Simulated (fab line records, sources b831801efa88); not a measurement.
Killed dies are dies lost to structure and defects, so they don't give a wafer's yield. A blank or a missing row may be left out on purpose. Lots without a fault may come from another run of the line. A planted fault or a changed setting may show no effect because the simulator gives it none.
A struck lot beside a sound one | flow sky130 | 17 steps out of a route of 708
Sound: wafers L890.1, L890.3, L890.5. Struck: wafers L889.1, L889.2, L889.5. The cause comes at the end.
At each step with rows: each side's tool, then ch and its chambers, then its first start. Under that, the readings that differ: sound wafers | struck wafers | difference of the means | sigmas: that difference in standard deviations of wafers without a fault.
alike: readings whose means differ by less than 2 such deviations, and words and numbers that are the same on both sides. not compared: withheld readings, readings that some wafer has no value for, bounds like >300 that may hide the same value, and numbers for which the record gives no deviation and whose values overlap.
The two part at a step that has a row with sigmas, a row that says differs or no value, or rows on one side only. Numbers that don't overlap but have no deviation are shown without sigmas and don't part them. A reading that every wafer of one side lacks parts them only if that side has two wafers or more.

first, 5 steps without rows for these wafers: SKY_SD_N_COAT_02 (resist thk 1140 nm); SKY_SD_N_SOFTBAKE_03 (time 60 s); SKY_SD_N_EXPOSE_04 (exposes mask NSDM, target cd 380 nm); SKY_SD_N_PEB_05; SKY_SD_N_DEVELOP_06 (develop time 60 s).
SKY_SD_N_CD_MEAS_07: target cd 380 nm.
  sound on cd_sem-01, day 30 06:18; struck on cd_sem-02, day 30 08:02
  alike: cd_nm
SKY_SD_N_OVL_MEAS_08:
  sound on overlay-01, day 30 06:25; struck on overlay-01, day 30 08:10
  alike: SD_N_OVL
then, 2 steps without rows for these wafers: SKY_SD_N_IMPLANT_09; SKY_SD_N_IMPLANT_10.
SKY_SD_N_STRIP_11: strips in O2/N2.
  sound on plasma_asher-03 ch 1, day 30 06:46; struck on plasma_asher-01 ch 0,1, day 30 08:30
  reading                      | sound             | struck            | difference | sigmas
  strip_time_to_endpoint_s (s) | 22.65 22.64 22.65 | 22.54 22.55 22.56 | -0.10      | -2
  alike: drypump_motor_current_A, oes_product_au
  not compared: rf_hours_counter_h
SKY_SD_N_TW_MEAS_12:
  sound on film_metro-02, day 30 06:52; struck on film_metro-03, day 30 08:36
  reading | sound          | struck         | difference | sigmas
  SD_N_TW | 4050 4057 4066 | 3937 3942 3944 | -117       | -2
then, 1 step without rows for these wafers: SKY_SD_N_CLEAN_13 (cleans in SC1/SC2, time 150 s).
SKY_SD_N_RTA_14: time 2 s.
  sound on rtp_anneal-01 ch 0, day 30 06:58; struck on rtp_anneal-01 ch 0, day 30 08:43
  reading            | sound             | struck            | difference | sigmas
  lamp_power_pct (%) | 15.73 15.70 15.74 | 15.23 15.27 15.27 | -0.47      | -10
  alike: ramp_up_c_per_s, wafer_temp_C_max
SKY_SD_N_RS_MEAS_16: measures by four-point-probe.
  sound on film_metro-02, day 30 07:08; struck on film_metro-03, day 30 08:53
  reading          | sound             | struck            | difference | sigmas
  SD_N_RS (ohm/sq) | 68.71 68.61 68.63 | 71.03 70.79 70.86 | +2.24      | +20
SKY_SD_N_RS_MEAS_17: measures by four-point-probe.
  sound on film_metro-02, day 30 07:16; struck on film_metro-03, day 30 09:00
  reading          | sound             | struck            | difference | sigmas
  SD_P_RS (ohm/sq) | 147.3 147.6 148.2 | 160.0 159.9 160.2 | +12.3      | +33
SKY_SD_N_RS_MEAS_18: measures by four-point-probe.
  sound on film_metro-02, day 30 07:23; struck on film_metro-03, day 30 09:07
  alike: RES_XHIGH_RS
-- the record jumps here: 17 days lie between the struck wafers' starts before and after (it left off in module SD_N and takes up again in module PAD_OPEN, whose first step shown is number 708 of the route) --
SKY_PAD_OPEN_PROBE_99:
  sound on prober-02, day 47 14:41; struck on prober-02, day 47 17:08
  reading                              | sound             | struck            | difference | sigmas
  model.etest.res_xhigh_po.line_ohm_um | 5610 5676 5792    | 6094 6349 6663    | +676       |
  model.etest.res_xhigh_po.rs_ohm_sq   | 1982 1982 2012    | 2148 2204 2308    | +228       |
  model.etest.res_pdiff.line_ohm_um    | 1376 1379 1377    | 1457 1491 1493    | +103       |
  model.etest.res_high_po.line_ohm_um  | 746.7 752.1 767.7 | 795.5 812.4 820.6 | +54.0      |
  model.etest.licon_high_po.rc_ohm     | 350.5 355.7 372.2 | 403.1 424.3 440.5 | +63.2      |
  model.etest.res_ndiff.line_ohm_um    | 746.1 750.4 759.6 | 789.7 809 805.5   | +49.4      |
  alike: killed_at_M0_to_M3, killed_at_M4_up, killed_at_contacts, killed_at_front_end, killed_at_other, killed_dies, killed_on_rim, killed_open, killed_short
  not compared: model.etest.pfet_01v8.r_on_ohm_um, model.etest.licon_pdiff.rc_ohm

WHERE THEY PART
First at SKY_SD_N_STRIP_11; last, within this record, at SKY_SD_N_RS_MEAS_17. Later steps at which nothing parts them and some readings are alike: SKY_SD_N_RS_MEAS_18, SKY_PAD_OPEN_PROBE_99.

WHY: what the simulator had put in
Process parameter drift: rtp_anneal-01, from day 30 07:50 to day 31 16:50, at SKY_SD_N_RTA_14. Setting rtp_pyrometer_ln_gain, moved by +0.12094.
